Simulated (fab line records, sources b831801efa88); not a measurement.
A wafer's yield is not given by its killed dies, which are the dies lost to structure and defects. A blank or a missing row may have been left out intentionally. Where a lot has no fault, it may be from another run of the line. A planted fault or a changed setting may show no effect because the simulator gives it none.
Chamber matching | flow sky130 | SKY_CAP2M_CVD_00 on pecvd-04: 3 sister chambers
The step deposits SiO2, target thk 15.5 nm. 22 wafers are shown with their chamber, then 11 later ones without.

EACH WAFER AND ITS CHAMBER
wafer  | chamber | heater power w (W)
L076.1 | 1       | 481
L076.2 | 2       | 738
L076.4 | 1       | 489
L078.2 | 1       | 486
L078.3 | 0       | 611
L078.5 | 0       | 604
L077.1 | 2       | 705
L077.4 | 2       | 708
L077.6 | 1       | 553
L080.1 | 1       | 501
L080.2 | 2       | 736
L080.6 | 2       | 734
L087.1 | 0       | 678
L087.4 | 0       | 682
L087.5 | 2       | 675
L089.3 | 0       | 608
L089.4 | 0       | 597
L089.6 | 2       | 730
L092.1 | 0       | 607
L092.2 | 2       | 629
L092.4 | 0       | 601
L093.2 | 0       | 647

SIGNATURES (averages over the wafers above)
reading        | chamber 0 | chamber 1 | chamber 2 | scatter within a chamber
heater power w | 626.11    | 502.00    | 706.88    | 34.6
Rule: a wafer lies at a distance from a chamber equal to the root of the sum of squares, over the readings, of (its reading less the chamber's mean, divided by the reading's scatter). The wafer belongs to the nearest chamber; if the next one is less than 2 further off, it can't be placed. The scatter: the root of (the sum of the squares of (reading less its chamber's mean) over the shown wafers, divided by (wafers less chambers)).

WAFERS MISSING THEIR CHAMBER
wafer  | heater power w (W)
L093.4 | 729
L093.6 | 542
L094.1 | 605
L094.2 | 725
L094.3 | 613
L094.4 | 715
L094.5 | 732
L094.6 | 615
L097.1 | 635
L097.2 | 621
L097.6 | 633

WHICH CHAMBER EACH ONE RAN IN
wafer  | from the rows above     | in truth
L093.4 | 2                       | 2
L093.6 | can't be placed: 1 or 0 | 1
L094.1 | 0                       | 0
L094.2 | 2                       | 2
L094.3 | 0                       | 0
L094.4 | 2                       | 2
L094.5 | 2                       | 2
L094.6 | 0                       | 0
L097.1 | can't be placed: 0 or 2 | 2
L097.2 | 0                       | 0
L097.6 | can't be placed: 0 or 2 | 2
Placed correctly: 8 of 11. Cannot be placed on the basis of these rows: 3; the candidates contain the true chamber in 3. Number placed wrongly: 0.
